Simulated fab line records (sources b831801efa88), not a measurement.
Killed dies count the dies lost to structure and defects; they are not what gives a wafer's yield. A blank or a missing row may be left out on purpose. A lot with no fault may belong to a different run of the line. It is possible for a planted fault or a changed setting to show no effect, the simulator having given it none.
8D (eight disciplines) problem report, filled in by code | flow sky130 | the parts of the form that need people (team, actions taken, sign-off) are left out

== 1. PROBLEM STATEMENT ==
CONTACT_CVD_00_THK at SKY_CONTACT_THK_MEAS_01 reads a mean of 100.8 nm on 2 wafers of 2 lots; wafers without a fault read 74.5 nm with a standard deviation of 0.89. That puts it +29 standard deviations away from the usual mean.
Earliest sighting: wafer L719.1 on film_metro-04 at day 34 11:33. The record has a number at this step for 33 wafers belonging to 11 lots. Rule for "out", or "out of limits": more than 4 standard deviations from the usual mean. All remaining wafers that have a number are taken as sound.

== 2. WHAT IT IS AND WHAT IT IS NOT ==
question                    | is                           | is not
which readings at this step | CONTACT_CVD_00_THK           | -
which lots                  | L719, L721                   | L707, L710, L711, L713, L716, L722, L723, L724, L727
which wafers of those lots  | L719.1, L721.6               | L719.2, L719.5, L721.2, L721.4
read on which gauges        | film_metro-01, film_metro-04 | film_metro-03
when                        | from day 34 11:33            | up to then (17 sound wafers); but 14 sound wafers of L721, L722, L723, L724, L727 came after

== 3. THE SUSPECTS, EACH WITH WHAT RULES IT OUT ==
Counting: a tool at a process step up to the reading stays a suspect if it ran every lot that is out. Sound lots after the first of them don't rule it out here, since some wafers of a struck lot are sound.
- the gauge at SKY_CONTACT_THK_MEAS_01 has been ruled out. 2 gauges (film_metro-01, film_metro-04) read the wafers that are out.
- pecvd-04 at SKY_CONTACT_CVD_00 (deposits Si3N4, target thk 75 nm): kept. It ran every lot that is out, first L719 (day 34 11:31); its last sound lot up to then is L710 (day 31 19:44).
- pecvd-04, SKY_CONTACT_CVD_00: wafers that are out in chamber 0, sound lot-mates in chambers 1, 2.
Remaining after the count: pecvd-04 at SKY_CONTACT_CVD_00.

== 4. THE CAUSE (what the simulator had put in) ==
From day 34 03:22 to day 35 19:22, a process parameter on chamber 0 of pecvd-04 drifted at SKY_CONTACT_CVD_00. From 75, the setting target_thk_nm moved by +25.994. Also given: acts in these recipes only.
The count eliminated every tool but this one.

== 5. THE CHAIN OF EFFECTS, in route order ==
Rows list readings where the struck wafers' mean (over those with a number) sits beyond 3 standard deviations from the usual. Readings are gone through only where the record gives a usual standard deviation; hours: the median, over the lots, of the time from a lot's start at the first step in this table giving one to that lot's start at this step; sigmas: the change measured in usual standard deviations.
hours | step                    | reading            | usual      | on struck wafers | change | sigmas
0     | SKY_CONTACT_THK_MEAS_01 | CONTACT_CVD_00_THK | 74.5 nm    | 100.8            | +26.2  | +29
-     | SKY_CONTACT_ETCH_18     | oes_product_au     | 0.852 a.u. | 0.988            | +0.136 | +19
-     | SKY_CONTACT_ETCH_18     | throttle_valve_pct | 8.792 %    | 8.828            | +0.036 | +3.9
342   | SKY_PAD_OPEN_PROBE_99   | killed_at_contacts | 24         | 406              | +382   | +78
342   | SKY_PAD_OPEN_PROBE_99   | killed_dies        | 86         | 468              | +382   | +39
342   | SKY_PAD_OPEN_PROBE_99   | killed_on_rim      | 17         | 78               | +61    | +17
Process steps it contains:
- SKY_CONTACT_ETCH_18: etches Si3N4 in CHF3/O2, stops on TiN, time 39 s, target depth 75 nm.
- SKY_PAD_OPEN_PROBE_99

== 6. WHAT WOULD HAVE CAUGHT IT SOONER ==
Counted from the fault's start at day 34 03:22, it took 8 hours until the first out-of-limits reading at a measuring or inspecting step in this record, taken at day 34 11:33.
An alarm limit of 4 standard deviations would not have fired on the tool readings at SKY_CONTACT_CVD_00 for which the record gives a usual standard deviation, since none of them was out on any struck wafer.
L721, from the lots that are out (2), started SKY_CONTACT_CVD_00 on pecvd-04 later than day 34 11:33. Holding the tool at that time would have saved it.
